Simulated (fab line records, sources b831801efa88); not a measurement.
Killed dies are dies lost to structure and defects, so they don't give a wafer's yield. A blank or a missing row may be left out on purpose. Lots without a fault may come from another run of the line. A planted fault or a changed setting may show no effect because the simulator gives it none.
Tool commonality check | flow sky130 | 11 lots, 33 wafers sampled

WHY IT WAS OPENED
At SKY_METAL5_THK_MEAS_06 the reading METAL5_ALCU_THK is flagged on 2 of 11 lots. Wafers without a fault read 1191 nm, standard deviation 14.
Rule: a lot is flagged when every wafer of it that has a number lies more than 4 standard deviations from that mean, or none has a number. The other lots count as sound.

lot  | measured     | on            | METAL5_ALCU_THK (nm), wafer by wafer | flag
L882 | day 42 20:43 | film_metro-04 | 1215 1203 1210                       |
L883 | day 43 06:48 | film_metro-03 | 1175 1179 1184                       |
L884 | day 43 09:23 | film_metro-03 | 1187 1197 1191                       |
L886 | day 44 02:08 | film_metro-02 | 1186 1215 1204                       |
L888 | day 44 15:53 | film_metro-02 | 1186 1192 1180                       |
L889 | day 45 00:11 | film_metro-03 | 1210 1209 1201                       |
L890 | day 45 18:40 | film_metro-02 | 1201 1194 1192                       |
L891 | day 45 20:22 | film_metro-03 | 1191 1177 1185                       |
L896 | day 47 14:05 | film_metro-02 | 1179 1161 1170                       |
L900 | day 47 21:10 | film_metro-04 | 1276 1252 1265                       | FLAGGED
L901 | day 48 00:08 | film_metro-03 | 1265 1273 1255                       | FLAGGED
The numbers of the flagged lots are 1264 nm on average: +73 nm against the usual, or +5 standard deviations.

WHICH TOOL RAN EACH LOT
The record holds 3 process steps before the reading, out of a route of 708 steps. In each cell: the tool, then ch and the chambers that the sampled wafers went through, then the start.
lot  | flag    | SKY_VIA4_CVD_18               | SKY_METAL5_SPUTTER_03        | SKY_METAL5_SPUTTER_04
L882 |         | cvd_w-01 ch 0,1, day 42 19:50 | pvd_sputter-01, day 42 20:31 | pvd_sputter-01, day 42 20:32
L883 |         | cvd_w-02 ch 0,1, day 43 05:50 | pvd_sputter-03, day 43 06:37 | pvd_sputter-03, day 43 06:38
L884 |         | cvd_w-01 ch 0,1, day 43 08:27 | pvd_sputter-01, day 43 09:11 | pvd_sputter-01, day 43 09:12
L886 |         | cvd_w-01 ch 0,1, day 44 01:13 | pvd_sputter-03, day 44 01:56 | pvd_sputter-03, day 44 01:58
L888 |         | cvd_w-01 ch 0,1, day 44 15:00 | pvd_sputter-04, day 44 15:41 | pvd_sputter-04, day 44 15:42
L889 |         | cvd_w-01 ch 0,1, day 44 23:16 | pvd_sputter-03, day 44 23:59 | pvd_sputter-03, day 45 00:01
L890 |         | cvd_w-02 ch 0,1, day 45 17:44 | pvd_sputter-04, day 45 18:28 | pvd_sputter-04, day 45 18:29
L891 |         | cvd_w-02 ch 0,1, day 45 19:17 | pvd_sputter-04, day 45 20:10 | pvd_sputter-04, day 45 20:11
L896 |         | cvd_w-01 ch 0,1, day 47 08:38 | pvd_sputter-04, day 47 13:53 | pvd_sputter-04, day 47 13:54
L900 | FLAGGED | cvd_w-02 ch 0,1, day 47 17:28 | pvd_sputter-03, day 47 20:57 | pvd_sputter-03, day 47 20:58
L901 | FLAGGED | cvd_w-01 ch 0,1, day 47 22:12 | pvd_sputter-03, day 47 23:57 | pvd_sputter-03, day 47 23:58
What these steps do:
- SKY_VIA4_CVD_18: deposits W, target thk 505 nm, time 152.14 s.
- SKY_METAL5_SPUTTER_03: material Ti, target thk 5 nm, time 3.3 s.
- SKY_METAL5_SPUTTER_04: material TiN, target thk 70 nm, time 58.3 s.
- SKY_METAL5_THK_MEAS_06: measures by xrf.

FLAGGED OVER TOTAL, TOOL BY TOOL (the gauges that took the reading come last)
step                   | tool           | lots run | flagged | share of the flagged lots | sound lots run after its first flagged lot
SKY_VIA4_CVD_18        | cvd_w-01       | 7        | 1       | some                      | 0
SKY_VIA4_CVD_18        | cvd_w-02       | 4        | 1       | some                      | 0
SKY_METAL5_SPUTTER_03  | pvd_sputter-01 | 2        | 0       | none                      | -
SKY_METAL5_SPUTTER_03  | pvd_sputter-03 | 5        | 2       | all                       | 0
SKY_METAL5_SPUTTER_03  | pvd_sputter-04 | 4        | 0       | none                      | -
SKY_METAL5_SPUTTER_04  | pvd_sputter-01 | 2        | 0       | none                      | -
SKY_METAL5_SPUTTER_04  | pvd_sputter-03 | 5        | 2       | all                       | 0
SKY_METAL5_SPUTTER_04  | pvd_sputter-04 | 4        | 0       | none                      | -
SKY_METAL5_THK_MEAS_06 | film_metro-02  | 4        | 0       | none                      | -
SKY_METAL5_THK_MEAS_06 | film_metro-03  | 5        | 1       | some                      | 0
SKY_METAL5_THK_MEAS_06 | film_metro-04  | 2        | 1       | some                      | 0

WHAT THE TABLE ALLOWS
2 rows of the table ran every flagged lot: pvd_sputter-03 at SKY_METAL5_SPUTTER_03, pvd_sputter-03 at SKY_METAL5_SPUTTER_04.
- pvd_sputter-03 at SKY_METAL5_SPUTTER_03: 2 of its 5 lots flagged. Its last sound lot is L889 (day 44 23:59), its first flagged lot L900 (day 47 20:57): a fault that began between those two fits.
- pvd_sputter-03 at SKY_METAL5_SPUTTER_04: 2 of its 5 lots flagged. Its last sound lot is L889 (day 45 00:01), its first flagged lot L900 (day 47 20:58): a fault that began between those two fits.
One tool is left: pvd_sputter-03 at SKY_METAL5_SPUTTER_03 and SKY_METAL5_SPUTTER_04.

WHAT THE SIMULATOR HAD PUT IN
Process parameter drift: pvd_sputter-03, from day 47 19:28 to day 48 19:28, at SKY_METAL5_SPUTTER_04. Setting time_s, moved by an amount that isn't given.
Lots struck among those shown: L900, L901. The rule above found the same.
